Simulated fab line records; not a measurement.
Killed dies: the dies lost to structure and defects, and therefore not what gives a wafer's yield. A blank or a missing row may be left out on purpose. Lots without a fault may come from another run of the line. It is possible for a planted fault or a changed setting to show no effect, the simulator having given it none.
What tool caused it? || flow gf180mcu || 24 lots with 72 wafers sampled at 6 steps, on a route of 602 steps

== WHAT THE GAUGES READ, wafer by wafer ==
GF_V3_OVL_MEAS_15. Usual: V3_OVL gives 3 nm (standard deviation 5).
{"lot": "L074", "measured": "day 22 17:39", "on": "overlay-01", "V3_OVL (nm)": "1 9 -1", "flag": ""}
{"lot": "L076", "measured": "day 23 05:17", "on": "overlay-01", "V3_OVL (nm)": "10 3 4", "flag": ""}
{"lot": "L077", "measured": "day 23 08:14", "on": "overlay-01", "V3_OVL (nm)": "7 3 2", "flag": ""}
{"lot": "L075", "measured": "day 23 10:53", "on": "overlay-02", "V3_OVL (nm)": "5 6 14", "flag": ""}
{"lot": "L078", "measured": "day 24 02:08", "on": "overlay-01", "V3_OVL (nm)": "-5 2 2", "flag": ""}
{"lot": "L079", "measured": "day 24 05:35", "on": "overlay-01", "V3_OVL (nm)": "1 7 -2", "flag": ""}
{"lot": "L082", "measured": "day 24 21:02", "on": "overlay-02", "V3_OVL (nm)": "-3 -1 1", "flag": ""}
{"lot": "L080", "measured": "day 24 22:23", "on": "overlay-01", "V3_OVL (nm)": "4 4 7", "flag": ""}
{"lot": "L081", "measured": "day 24 22:03", "on": "overlay-02", "V3_OVL (nm)": "0 -4 -6", "flag": ""}
{"lot": "L083", "measured": "day 25 12:08", "on": "overlay-01", "V3_OVL (nm)": "-6 -5 -8", "flag": ""}
{"lot": "L084", "measured": "day 26 00:44", "on": "overlay-02", "V3_OVL (nm)": "1 -2 -2", "flag": ""}
{"lot": "L085", "measured": "day 26 02:47", "on": "overlay-02", "V3_OVL (nm)": "-7 -6 -3", "flag": ""}
{"lot": "L086", "measured": "day 26 15:23", "on": "overlay-01", "V3_OVL (nm)": "11 12 15", "flag": ""}
{"lot": "L087", "measured": "day 27 00:45", "on": "overlay-01", "V3_OVL (nm)": "1 5 -4", "flag": ""}
{"lot": "L088", "measured": "day 27 08:17", "on": "overlay-01", "V3_OVL (nm)": "1 9 4", "flag": ""}
{"lot": "L089", "measured": "day 27 09:50", "on": "overlay-02", "V3_OVL (nm)": "1 2 -4", "flag": ""}
{"lot": "L090", "measured": "day 27 22:03", "on": "overlay-02", "V3_OVL (nm)": "5 4 6", "flag": ""}
{"lot": "L091", "measured": "day 28 05:06", "on": "overlay-01", "V3_OVL (nm)": "3 3 4", "flag": ""}
{"lot": "L092", "measured": "day 28 07:20", "on": "overlay-02", "V3_OVL (nm)": "4 6 2", "flag": ""}
{"lot": "L093", "measured": "day 28 16:29", "on": "overlay-02", "V3_OVL (nm)": "0 1 5", "flag": ""}
{"lot": "L094", "measured": "day 28 22:59", "on": "overlay-01", "V3_OVL (nm)": "6 0 3", "flag": ""}
{"lot": "L095", "measured": "day 29 01:23", "on": "overlay-02", "V3_OVL (nm)": "-2 -3 9", "flag": ""}
{"lot": "L096", "measured": "day 29 09:38", "on": "overlay-01", "V3_OVL (nm)": "11 5 7", "flag": ""}
{"lot": "L097", "measured": "day 29 14:02", "on": "overlay-02", "V3_OVL (nm)": "4 3 2", "flag": ""}

== WHAT TOOL EACH LOT RAN ON (gives the tool, then ch and the chambers of the sampled wafers, and finally the start) ==
{"lot": "L074", "GF_M1_SPUTTER_04": "pvdSputter-03, day 16 12:22", "GF_V1_ETCH_17": "rieDiel-01 ch 0,3, day 19 14:19 or earlier", "GF_M2_STRIP_17": "plasmaAsher-02 ch 0,1, day 19 14:19", "GF_M3_SPUTTER_00": "pvdSputter-01, day 20 17:47", "GF_M3_SPUTTER_02": "pvdSputter-01, day 20 17:55"}
{"lot": "L076", "GF_M1_SPUTTER_04": "pvdSputter-01, day 16 23:00", "GF_V1_ETCH_17": "rieDiel-02 ch 0,2,3, day 20 02:19 or earlier", "GF_M2_STRIP_17": "plasmaAsher-04 ch 0,1, day 20 02:19", "GF_M3_SPUTTER_00": "pvdSputter-01, day 21 05:13", "GF_M3_SPUTTER_02": "pvdSputter-01, day 21 05:20"}
{"lot": "L077", "GF_M1_SPUTTER_04": "pvdSputter-01, day 17 02:42", "GF_V1_ETCH_17": "rieDiel-02 ch 1,3, day 20 04:52 or earlier", "GF_M2_STRIP_17": "plasmaAsher-04 ch 1, day 20 04:52", "GF_M3_SPUTTER_00": "pvdSputter-03, day 21 07:47", "GF_M3_SPUTTER_02": "pvdSputter-03, day 21 07:55"}
{"lot": "L075", "GF_M1_SPUTTER_04": "pvdSputter-03, day 17 04:48", "GF_V1_ETCH_17": "rieDiel-01 ch 0,2,3, day 20 07:39 or earlier", "GF_M2_STRIP_17": "plasmaAsher-03 ch 0,1, day 20 07:39", "GF_M3_SPUTTER_00": "pvdSputter-04, day 21 11:18", "GF_M3_SPUTTER_02": "pvdSputter-04, day 21 11:26"}
{"lot": "L078", "GF_M1_SPUTTER_04": "pvdSputter-03, day 17 21:51", "GF_V1_ETCH_17": "rieDiel-03 ch 0,2,3, day 21 01:00 or earlier", "GF_M2_STRIP_17": "plasmaAsher-04 ch 1, day 21 01:00", "GF_M3_SPUTTER_00": "pvdSputter-04, day 22 03:22", "GF_M3_SPUTTER_02": "pvdSputter-04, day 22 03:29"}
{"lot": "L079", "GF_M1_SPUTTER_04": "pvdSputter-01, day 18 01:55", "GF_V1_ETCH_17": "rieDiel-03 ch 2,3, day 21 05:25 or earlier", "GF_M2_STRIP_17": "plasmaAsher-03 ch 0,1, day 21 05:25", "GF_M3_SPUTTER_00": "pvdSputter-04, day 22 06:48", "GF_M3_SPUTTER_02": "pvdSputter-04, day 22 06:56"}
{"lot": "L082", "GF_M1_SPUTTER_04": "pvdSputter-03, day 18 15:44", "GF_V1_ETCH_17": "rieDiel-01 ch 0,1,3, day 21 20:59 or earlier", "GF_M2_STRIP_17": "plasmaAsher-04 ch 0,1, day 21 20:59", "GF_M3_SPUTTER_00": "pvdSputter-03, day 22 23:25", "GF_M3_SPUTTER_02": "pvdSputter-03, day 22 23:33"}
{"lot": "L080", "GF_M1_SPUTTER_04": "pvdSputter-01, day 18 18:06", "GF_V1_ETCH_17": "rieDiel-02 ch 0,1,2, day 21 22:54 or earlier", "GF_M2_STRIP_17": "plasmaAsher-02 ch 0,1, day 21 22:54", "GF_M3_SPUTTER_00": "pvdSputter-04, day 23 00:46", "GF_M3_SPUTTER_02": "pvdSputter-04, day 23 00:53"}
{"lot": "L081", "GF_M1_SPUTTER_04": "pvdSputter-01, day 18 19:13", "GF_V1_ETCH_17": "rieDiel-03 ch 1,2, day 21 22:56 or earlier", "GF_M2_STRIP_17": "plasmaAsher-04 ch 0,1, day 21 22:56", "GF_M3_SPUTTER_00": "pvdSputter-03, day 23 00:44", "GF_M3_SPUTTER_02": "pvdSputter-03, day 23 00:52"}
{"lot": "L083", "GF_M1_SPUTTER_04": "pvdSputter-03, day 19 11:19", "GF_V1_ETCH_17": "rieDiel-02 ch 0,1,2, day 22 14:21 or earlier", "GF_M2_STRIP_17": "plasmaAsher-02 ch 0,1, day 22 14:21", "GF_M3_SPUTTER_00": "pvdSputter-01, day 23 16:08", "GF_M3_SPUTTER_02": "pvdSputter-01, day 23 16:16"}
{"lot": "L084", "GF_M1_SPUTTER_04": "pvdSputter-04, day 20 01:40", "GF_V1_ETCH_17": "rieDiel-03 ch 2,3, day 23 04:26 or earlier", "GF_M2_STRIP_17": "plasmaAsher-02 ch 0,1, day 23 04:26", "GF_M3_SPUTTER_00": "pvdSputter-04, day 24 05:02", "GF_M3_SPUTTER_02": "pvdSputter-04, day 24 05:10"}
{"lot": "L085", "GF_M1_SPUTTER_04": "pvdSputter-03, day 20 01:55", "GF_V1_ETCH_17": "rieDiel-01 ch 0,1,2, day 23 05:06 or earlier", "GF_M2_STRIP_17": "plasmaAsher-04 ch 0,1, day 23 05:06", "GF_M3_SPUTTER_00": "pvdSputter-04, day 24 06:37", "GF_M3_SPUTTER_02": "pvdSputter-04, day 24 06:45"}
{"lot": "L086", "GF_M1_SPUTTER_04": "pvdSputter-04, day 20 17:47", "GF_V1_ETCH_17": "rieDiel-01 ch 1,2,3, day 23 18:27 or earlier", "GF_M2_STRIP_17": "plasmaAsher-02 ch 0,1, day 23 18:27", "GF_M3_SPUTTER_00": "pvdSputter-01, day 24 19:29", "GF_M3_SPUTTER_02": "pvdSputter-01, day 24 19:37"}
{"lot": "L087", "GF_M1_SPUTTER_04": "pvdSputter-04, day 21 06:14", "GF_V1_ETCH_17": "rieDiel-03 ch 2,3, day 24 05:13 or earlier", "GF_M2_STRIP_17": "plasmaAsher-02 ch 0,1, day 24 05:13", "GF_M3_SPUTTER_00": "pvdSputter-01, day 25 06:07", "GF_M3_SPUTTER_02": "pvdSputter-01, day 25 06:15"}
{"lot": "L088", "GF_M1_SPUTTER_04": "pvdSputter-01, day 21 15:43", "GF_V1_ETCH_17": "rieDiel-02 ch 1,2,3, day 24 14:42 or earlier", "GF_M2_STRIP_17": "plasmaAsher-03 ch 0,1, day 24 14:42", "GF_M3_SPUTTER_00": "pvdSputter-01, day 25 14:07", "GF_M3_SPUTTER_02": "pvdSputter-01, day 25 14:14"}
{"lot": "L089", "GF_M1_SPUTTER_04": "pvdSputter-01, day 21 17:29", "GF_V1_ETCH_17": "rieDiel-03 ch 1,3, day 24 15:33 or earlier", "GF_M2_STRIP_17": "plasmaAsher-03 ch 0,1, day 24 15:33", "GF_M3_SPUTTER_00": "pvdSputter-04, day 25 14:26", "GF_M3_SPUTTER_02": "pvdSputter-04, day 25 14:34"}
{"lot": "L090", "GF_M1_SPUTTER_04": "pvdSputter-01, day 22 05:52", "GF_V1_ETCH_17": "rieDiel-02 ch 1,2,3, day 25 03:18 or earlier", "GF_M2_STRIP_17": "plasmaAsher-03 ch 0,1, day 25 03:18", "GF_M3_SPUTTER_00": "pvdSputter-01, day 26 03:04", "GF_M3_SPUTTER_02": "pvdSputter-01, day 26 03:12"}
{"lot": "L091", "GF_M1_SPUTTER_04": "pvdSputter-03, day 22 12:40", "GF_V1_ETCH_17": "rieDiel-01 ch 1,2,3, day 25 10:49 or earlier", "GF_M2_STRIP_17": "plasmaAsher-03 ch 0,1, day 25 10:49", "GF_M3_SPUTTER_00": "pvdSputter-04, day 26 10:48", "GF_M3_SPUTTER_02": "pvdSputter-04, day 26 10:56"}
{"lot": "L092", "GF_M1_SPUTTER_04": "pvdSputter-03, day 22 17:14", "GF_V1_ETCH_17": "rieDiel-01 ch 0,1,3, day 25 14:35 or earlier", "GF_M2_STRIP_17": "plasmaAsher-02 ch 0,1, day 25 14:35", "GF_M3_SPUTTER_00": "pvdSputter-04, day 26 13:56", "GF_M3_SPUTTER_02": "pvdSputter-04, day 26 14:04"}
{"lot": "L093", "GF_M1_SPUTTER_04": "pvdSputter-01, day 23 02:42", "GF_V1_ETCH_17": "rieDiel-02 ch 0,3, day 25 23:22 or earlier", "GF_M2_STRIP_17": "plasmaAsher-02 ch 0,1, day 25 23:22", "GF_M3_SPUTTER_00": "pvdSputter-01, day 26 22:24", "GF_M3_SPUTTER_02": "pvdSputter-01, day 26 22:32"}
{"lot": "L094", "GF_M1_SPUTTER_04": "pvdSputter-01, day 23 12:06", "GF_V1_ETCH_17": "rieDiel-02 ch 0,1,2, day 26 06:58 or earlier", "GF_M2_STRIP_17": "plasmaAsher-02 ch 0,1, day 26 06:58", "GF_M3_SPUTTER_00": "pvdSputter-04, day 27 06:02", "GF_M3_SPUTTER_02": "pvdSputter-04, day 27 06:10"}
{"lot": "L095", "GF_M1_SPUTTER_04": "pvdSputter-04, day 23 14:23", "GF_V1_ETCH_17": "rieDiel-01 ch 0,2,3, day 26 09:28 or earlier", "GF_M2_STRIP_17": "plasmaAsher-04 ch 0,1, day 26 09:28", "GF_M3_SPUTTER_00": "pvdSputter-04, day 27 07:37", "GF_M3_SPUTTER_02": "pvdSputter-04, day 27 07:45"}
{"lot": "L096", "GF_M1_SPUTTER_04": "pvdSputter-01, day 23 22:12", "GF_V1_ETCH_17": "rieDiel-03 ch 0,2,3, day 26 17:40 or earlier", "GF_M2_STRIP_17": "plasmaAsher-03 ch 0,1, day 26 17:40", "GF_M3_SPUTTER_00": "pvdSputter-03, day 27 16:31", "GF_M3_SPUTTER_02": "pvdSputter-03, day 27 16:39"}
{"lot": "L097", "GF_M1_SPUTTER_04": "pvdSputter-01, day 24 04:32", "GF_V1_ETCH_17": "rieDiel-02 ch 0,2,3, day 26 22:38 or earlier", "GF_M2_STRIP_17": "plasmaAsher-02 ch 0,1, day 26 22:38", "GF_M3_SPUTTER_00": "pvdSputter-04, day 27 21:20", "GF_M3_SPUTTER_02": "pvdSputter-04, day 27 21:28"}
- GF_M1_SPUTTER_04: material TiN, target thk 50 nm, time 41.7 s.
- GF_V1_ETCH_17: etches SiO2 in C4F8/O2/Ar, stops on TiN, target depth 630 nm.
- GF_M2_STRIP_17: strips in O2/N2.
- GF_M3_SPUTTER_00: material Ti, target thk 37.5 nm, time 150 s.
- GF_M3_SPUTTER_02: material AlCu, target thk 450 nm, time 23.9 s.

== AS READ BY THE TOOLS THEMSELVES (means over the sampled wafers that have a number; for cases with no such wafer, the mark the record gives instead) ==
GF_M1_SPUTTER_04. Usual: throttleValvePct at 30.3 %, with a standard deviation of 1.
{"lot": "L074", "tool": "pvdSputter-03", "throttleValvePct (%)": 31.2, "flag": ""}
{"lot": "L076", "tool": "pvdSputter-01", "throttleValvePct (%)": 30.0, "flag": ""}
{"lot": "L077", "tool": "pvdSputter-01", "throttleValvePct (%)": 30.9, "flag": ""}
{"lot": "L075", "tool": "pvdSputter-03", "throttleValvePct (%)": 30.8, "flag": ""}
{"lot": "L078", "tool": "pvdSputter-03", "throttleValvePct (%)": 30.6, "flag": ""}
{"lot": "L079", "tool": "pvdSputter-01", "throttleValvePct (%)": 30.0, "flag": ""}
{"lot": "L082", "tool": "pvdSputter-03", "throttleValvePct (%)": 30.8, "flag": ""}
{"lot": "L080", "tool": "pvdSputter-01", "throttleValvePct (%)": 30.2, "flag": ""}
{"lot": "L081", "tool": "pvdSputter-01", "throttleValvePct (%)": 29.9, "flag": ""}
{"lot": "L083", "tool": "pvdSputter-03", "throttleValvePct (%)": 31.1, "flag": ""}
{"lot": "L084", "tool": "pvdSputter-04", "throttleValvePct (%)": 28.9, "flag": ""}
{"lot": "L085", "tool": "pvdSputter-03", "throttleValvePct (%)": 31.2, "flag": ""}
{"lot": "L086", "tool": "pvdSputter-04", "throttleValvePct (%)": 28.8, "flag": ""}
{"lot": "L087", "tool": "pvdSputter-04", "throttleValvePct (%)": 29.5, "flag": ""}
{"lot": "L088", "tool": "pvdSputter-01", "throttleValvePct (%)": 29.9, "flag": ""}
{"lot": "L089", "tool": "pvdSputter-01", "throttleValvePct (%)": 30.2, "flag": ""}
{"lot": "L090", "tool": "pvdSputter-01", "throttleValvePct (%)": 29.9, "flag": ""}
{"lot": "L091", "tool": "pvdSputter-03", "throttleValvePct (%)": 31.4, "flag": ""}
{"lot": "L092", "tool": "pvdSputter-03", "throttleValvePct (%)": 30.8, "flag": ""}
{"lot": "L093", "tool": "pvdSputter-01", "throttleValvePct (%)": 30.6, "flag": ""}
{"lot": "L094", "tool": "pvdSputter-01", "throttleValvePct (%)": 30.1, "flag": ""}
{"lot": "L095", "tool": "pvdSputter-04", "throttleValvePct (%)": 28.7, "flag": ""}
{"lot": "L096", "tool": "pvdSputter-01", "throttleValvePct (%)": 30.6, "flag": ""}
{"lot": "L097", "tool": "pvdSputter-01", "throttleValvePct (%)": 30.9, "flag": ""}

GF_V1_ETCH_17. Usual: oesProductAu at 0.856 a.u., with a standard deviation of 0.0046.
{"lot": "L074", "tool": "rieDiel-01", "oesProductAu (a.u.)": 0.856, "flag": ""}
{"lot": "L076", "tool": "rieDiel-02", "oesProductAu (a.u.)": 0.852, "flag": ""}
{"lot": "L077", "tool": "rieDiel-02", "oesProductAu (a.u.)": 0.858, "flag": ""}
{"lot": "L075", "tool": "rieDiel-01", "oesProductAu (a.u.)": 0.853, "flag": ""}
{"lot": "L078", "tool": "rieDiel-03", "oesProductAu (a.u.)": 0.858, "flag": ""}
{"lot": "L079", "tool": "rieDiel-03", "oesProductAu (a.u.)": 0.852, "flag": ""}
{"lot": "L082", "tool": "rieDiel-01", "oesProductAu (a.u.)": 0.853, "flag": ""}
{"lot": "L080", "tool": "rieDiel-02", "oesProductAu (a.u.)": 0.856, "flag": ""}
{"lot": "L081", "tool": "rieDiel-03", "oesProductAu (a.u.)": 0.854, "flag": ""}
{"lot": "L083", "tool": "rieDiel-02", "oesProductAu (a.u.)": 0.858, "flag": ""}
{"lot": "L084", "tool": "rieDiel-03", "oesProductAu (a.u.)": 0.856, "flag": ""}
{"lot": "L085", "tool": "rieDiel-01", "oesProductAu (a.u.)": 0.859, "flag": ""}
{"lot": "L086", "tool": "rieDiel-01", "oesProductAu (a.u.)": 0.856, "flag": ""}
{"lot": "L087", "tool": "rieDiel-03", "oesProductAu (a.u.)": 0.857, "flag": ""}
{"lot": "L088", "tool": "rieDiel-02", "oesProductAu (a.u.)": 0.851, "flag": ""}
{"lot": "L089", "tool": "rieDiel-03", "oesProductAu (a.u.)": 0.860, "flag": ""}
{"lot": "L090", "tool": "rieDiel-02", "oesProductAu (a.u.)": 0.857, "flag": ""}
{"lot": "L091", "tool": "rieDiel-01", "oesProductAu (a.u.)": 0.851, "flag": ""}
{"lot": "L092", "tool": "rieDiel-01", "oesProductAu (a.u.)": 0.855, "flag": ""}
{"lot": "L093", "tool": "rieDiel-02", "oesProductAu (a.u.)": 0.854, "flag": ""}
{"lot": "L094", "tool": "rieDiel-02", "oesProductAu (a.u.)": 0.855, "flag": ""}
{"lot": "L095", "tool": "rieDiel-01", "oesProductAu (a.u.)": 0.861, "flag": ""}
{"lot": "L096", "tool": "rieDiel-03", "oesProductAu (a.u.)": 0.857, "flag": ""}
{"lot": "L097", "tool": "rieDiel-02", "oesProductAu (a.u.)": 0.852, "flag": ""}

GF_M2_STRIP_17. Usual: drypumpMotorCurrentA 5.7 A, standard deviation 0.56; heaterPowerW 318 W, standard deviation 26; oesProductAu 0.538 a.u., standard deviation 0.005; stripTimeToEndpointS 7.38 s, standard deviation 0.046.
{"lot": "L074", "tool": "plasmaAsher-02", "drypumpMotorCurrentA (A)": 5.6, "heaterPowerW (W)": 319, "oesProductAu (a.u.)": 0.538, "stripTimeToEndpointS (s)": 7.42, "flag": ""}
{"lot": "L076", "tool": "plasmaAsher-04", "drypumpMotorCurrentA (A)": 5.6, "heaterPowerW (W)": 338, "oesProductAu (a.u.)": 0.541, "stripTimeToEndpointS (s)": 7.40, "flag": ""}
{"lot": "L077", "tool": "plasmaAsher-04", "drypumpMotorCurrentA (A)": 6.1, "heaterPowerW (W)": 361, "oesProductAu (a.u.)": 0.533, "stripTimeToEndpointS (s)": 7.31, "flag": ""}
{"lot": "L075", "tool": "plasmaAsher-03", "drypumpMotorCurrentA (A)": 5.9, "heaterPowerW (W)": 295, "oesProductAu (a.u.)": 0.540, "stripTimeToEndpointS (s)": 7.42, "flag": ""}
{"lot": "L078", "tool": "plasmaAsher-04", "drypumpMotorCurrentA (A)": 6.1, "heaterPowerW (W)": 375, "oesProductAu (a.u.)": 0.538, "stripTimeToEndpointS (s)": 7.33, "flag": ""}
{"lot": "L079", "tool": "plasmaAsher-03", "drypumpMotorCurrentA (A)": 5.9, "heaterPowerW (W)": 293, "oesProductAu (a.u.)": 0.534, "stripTimeToEndpointS (s)": 7.33, "flag": ""}
{"lot": "L082", "tool": "plasmaAsher-04", "drypumpMotorCurrentA (A)": 5.8, "heaterPowerW (W)": 356, "oesProductAu (a.u.)": 0.543, "stripTimeToEndpointS (s)": 7.42, "flag": ""}
{"lot": "L080", "tool": "plasmaAsher-02", "drypumpMotorCurrentA (A)": 5.3, "heaterPowerW (W)": 313, "oesProductAu (a.u.)": 0.534, "stripTimeToEndpointS (s)": 7.38, "flag": ""}
{"lot": "L081", "tool": "plasmaAsher-04", "drypumpMotorCurrentA (A)": 5.6, "heaterPowerW (W)": 334, "oesProductAu (a.u.)": 0.538, "stripTimeToEndpointS (s)": 7.41, "flag": ""}
{"lot": "L083", "tool": "plasmaAsher-02", "drypumpMotorCurrentA (A)": 5.6, "heaterPowerW (W)": 320, "oesProductAu (a.u.)": 0.537, "stripTimeToEndpointS (s)": 7.34, "flag": ""}
{"lot": "L084", "tool": "plasmaAsher-02", "drypumpMotorCurrentA (A)": 5.3, "heaterPowerW (W)": 310, "oesProductAu (a.u.)": 0.538, "stripTimeToEndpointS (s)": 7.39, "flag": ""}
{"lot": "L085", "tool": "plasmaAsher-04", "drypumpMotorCurrentA (A)": 5.6, "heaterPowerW (W)": 336, "oesProductAu (a.u.)": 0.533, "stripTimeToEndpointS (s)": 7.41, "flag": ""}
{"lot": "L086", "tool": "plasmaAsher-02", "drypumpMotorCurrentA (A)": 5.6, "heaterPowerW (W)": 319, "oesProductAu (a.u.)": 0.533, "stripTimeToEndpointS (s)": 7.30, "flag": ""}
{"lot": "L087", "tool": "plasmaAsher-02", "drypumpMotorCurrentA (A)": 5.6, "heaterPowerW (W)": 323, "oesProductAu (a.u.)": 0.539, "stripTimeToEndpointS (s)": 7.40, "flag": ""}
{"lot": "L088", "tool": "plasmaAsher-03", "drypumpMotorCurrentA (A)": 6.2, "heaterPowerW (W)": 297, "oesProductAu (a.u.)": 0.534, "stripTimeToEndpointS (s)": 7.37, "flag": ""}
{"lot": "L089", "tool": "plasmaAsher-03", "drypumpMotorCurrentA (A)": 5.9, "heaterPowerW (W)": 297, "oesProductAu (a.u.)": 0.538, "stripTimeToEndpointS (s)": 7.43, "flag": ""}
{"lot": "L090", "tool": "plasmaAsher-03", "drypumpMotorCurrentA (A)": 6.3, "heaterPowerW (W)": 296, "oesProductAu (a.u.)": 0.547, "stripTimeToEndpointS (s)": 7.45, "flag": ""}
{"lot": "L091", "tool": "plasmaAsher-03", "drypumpMotorCurrentA (A)": 5.9, "heaterPowerW (W)": 296, "oesProductAu (a.u.)": 0.539, "stripTimeToEndpointS (s)": 7.34, "flag": ""}
{"lot": "L092", "tool": "plasmaAsher-02", "drypumpMotorCurrentA (A)": 5.3, "heaterPowerW (W)": 310, "oesProductAu (a.u.)": 0.537, "stripTimeToEndpointS (s)": 7.36, "flag": ""}
{"lot": "L093", "tool": "plasmaAsher-02", "drypumpMotorCurrentA (A)": 5.3, "heaterPowerW (W)": 313, "oesProductAu (a.u.)": 0.535, "stripTimeToEndpointS (s)": 7.39, "flag": ""}
{"lot": "L094", "tool": "plasmaAsher-02", "drypumpMotorCurrentA (A)": 5.6, "heaterPowerW (W)": 318, "oesProductAu (a.u.)": 0.541, "stripTimeToEndpointS (s)": 7.35, "flag": ""}
{"lot": "L095", "tool": "plasmaAsher-04", "drypumpMotorCurrentA (A)": 5.8, "heaterPowerW (W)": 353, "oesProductAu (a.u.)": 0.535, "stripTimeToEndpointS (s)": 7.39, "flag": ""}
{"lot": "L096", "tool": "plasmaAsher-03", "drypumpMotorCurrentA (A)": 6.2, "heaterPowerW (W)": 297, "oesProductAu (a.u.)": 0.538, "stripTimeToEndpointS (s)": 7.38, "flag": ""}
{"lot": "L097", "tool": "plasmaAsher-02", "drypumpMotorCurrentA (A)": 5.6, "heaterPowerW (W)": 322, "oesProductAu (a.u.)": 0.542, "stripTimeToEndpointS (s)": 7.40, "flag": ""}

GF_M3_SPUTTER_00. Usual: throttleValvePct at 29.9 %, with a standard deviation of 1.2.
{"lot": "L074", "tool": "pvdSputter-01", "throttleValvePct (%)": 31.0, "flag": ""}
{"lot": "L076", "tool": "pvdSputter-01", "throttleValvePct (%)": 30.0, "flag": ""}
{"lot": "L077", "tool": "pvdSputter-03", "throttleValvePct (%)": 30.6, "flag": ""}
{"lot": "L075", "tool": "pvdSputter-04", "throttleValvePct (%)": 29.6, "flag": ""}
{"lot": "L078", "tool": "pvdSputter-04", "throttleValvePct (%)": 29.3, "flag": ""}
{"lot": "L079", "tool": "pvdSputter-04", "throttleValvePct (%)": 28.8, "flag": ""}
{"lot": "L082", "tool": "pvdSputter-03", "throttleValvePct (%)": 30.9, "flag": ""}
{"lot": "L080", "tool": "pvdSputter-04", "throttleValvePct (%)": 28.6, "flag": ""}
{"lot": "L081", "tool": "pvdSputter-03", "throttleValvePct (%)": 31.3, "flag": ""}
{"lot": "L083", "tool": "pvdSputter-01", "throttleValvePct (%)": 30.1, "flag": ""}
{"lot": "L084", "tool": "pvdSputter-04", "throttleValvePct (%)": 29.3, "flag": ""}
{"lot": "L085", "tool": "pvdSputter-04", "throttleValvePct (%)": 29.2, "flag": ""}
{"lot": "L086", "tool": "pvdSputter-01", "throttleValvePct (%)": 31.1, "flag": ""}
{"lot": "L087", "tool": "pvdSputter-01", "throttleValvePct (%)": 30.9, "flag": ""}
{"lot": "L088", "tool": "pvdSputter-01", "throttleValvePct (%)": 30.1, "flag": ""}
{"lot": "L089", "tool": "pvdSputter-04", "throttleValvePct (%)": 29.6, "flag": ""}
{"lot": "L090", "tool": "pvdSputter-01", "throttleValvePct (%)": 30.0, "flag": ""}
{"lot": "L091", "tool": "pvdSputter-04", "throttleValvePct (%)": 28.1, "flag": ""}
{"lot": "L092", "tool": "pvdSputter-04", "throttleValvePct (%)": 30.1, "flag": ""}
{"lot": "L093", "tool": "pvdSputter-01", "throttleValvePct (%)": 30.5, "flag": ""}
{"lot": "L094", "tool": "pvdSputter-04", "throttleValvePct (%)": 29.6, "flag": ""}
{"lot": "L095", "tool": "pvdSputter-04", "throttleValvePct (%)": 30.4, "flag": ""}
{"lot": "L096", "tool": "pvdSputter-03", "throttleValvePct (%)": 30.9, "flag": ""}
{"lot": "L097", "tool": "pvdSputter-04", "throttleValvePct (%)": 29.1, "flag": ""}

GF_M3_SPUTTER_02. Usual: throttleValvePct at 29.9 %, with a standard deviation of 1.2.
{"lot": "L074", "tool": "pvdSputter-01", "throttleValvePct (%)": 30.8, "flag": ""}
{"lot": "L076", "tool": "pvdSputter-01", "throttleValvePct (%)": 30.2, "flag": ""}
{"lot": "L077", "tool": "pvdSputter-03", "throttleValvePct (%)": 30.7, "flag": ""}
{"lot": "L075", "tool": "pvdSputter-04", "throttleValvePct (%)": 29.4, "flag": ""}
{"lot": "L078", "tool": "pvdSputter-04", "throttleValvePct (%)": 29.4, "flag": ""}
{"lot": "L079", "tool": "pvdSputter-04", "throttleValvePct (%)": 28.7, "flag": ""}
{"lot": "L082", "tool": "pvdSputter-03", "throttleValvePct (%)": 31.0, "flag": ""}
{"lot": "L080", "tool": "pvdSputter-04", "throttleValvePct (%)": 28.8, "flag": ""}
{"lot": "L081", "tool": "pvdSputter-03", "throttleValvePct (%)": 31.2, "flag": ""}
{"lot": "L083", "tool": "pvdSputter-01", "throttleValvePct (%)": 30.0, "flag": ""}
{"lot": "L084", "tool": "pvdSputter-04", "throttleValvePct (%)": 29.6, "flag": ""}
{"lot": "L085", "tool": "pvdSputter-04", "throttleValvePct (%)": 29.0, "flag": ""}
{"lot": "L086", "tool": "pvdSputter-01", "throttleValvePct (%)": 30.9, "flag": ""}
{"lot": "L087", "tool": "pvdSputter-01", "throttleValvePct (%)": 30.6, "flag": ""}
{"lot": "L088", "tool": "pvdSputter-01", "throttleValvePct (%)": 30.1, "flag": ""}
{"lot": "L089", "tool": "pvdSputter-04", "throttleValvePct (%)": 29.7, "flag": ""}
{"lot": "L090", "tool": "pvdSputter-01", "throttleValvePct (%)": 30.2, "flag": ""}
{"lot": "L091", "tool": "pvdSputter-04", "throttleValvePct (%)": 28.0, "flag": ""}
{"lot": "L092", "tool": "pvdSputter-04", "throttleValvePct (%)": 30.0, "flag": ""}
{"lot": "L093", "tool": "pvdSputter-01", "throttleValvePct (%)": 30.6, "flag": ""}
{"lot": "L094", "tool": "pvdSputter-04", "throttleValvePct (%)": 29.5, "flag": ""}
{"lot": "L095", "tool": "pvdSputter-04", "throttleValvePct (%)": 30.4, "flag": ""}
{"lot": "L096", "tool": "pvdSputter-03", "throttleValvePct (%)": 30.9, "flag": ""}
{"lot": "L097", "tool": "pvdSputter-04", "throttleValvePct (%)": 29.1, "flag": ""}

== THE ANSWER, worked out from the rows above alone ==
Rule: take the mean of a lot's wafers that have a number; if it is more than 3 standard deviations from the usual mean, the lot is off. Also off: a lot with no number at a reading for which 4 or more lots have one. Any other lot the step has rows for is counted as sound. First the gauges in route order, then the tools' own readings, where a lot's mean is used as printed above. At the first step where some lot is off, the reading lying furthest off is the one used; lots without a number count as furthest.
None of the lots is off at any reading shown; this tells nothing.

== WHAT WAS PUT IN BY THE SIMULATOR ==
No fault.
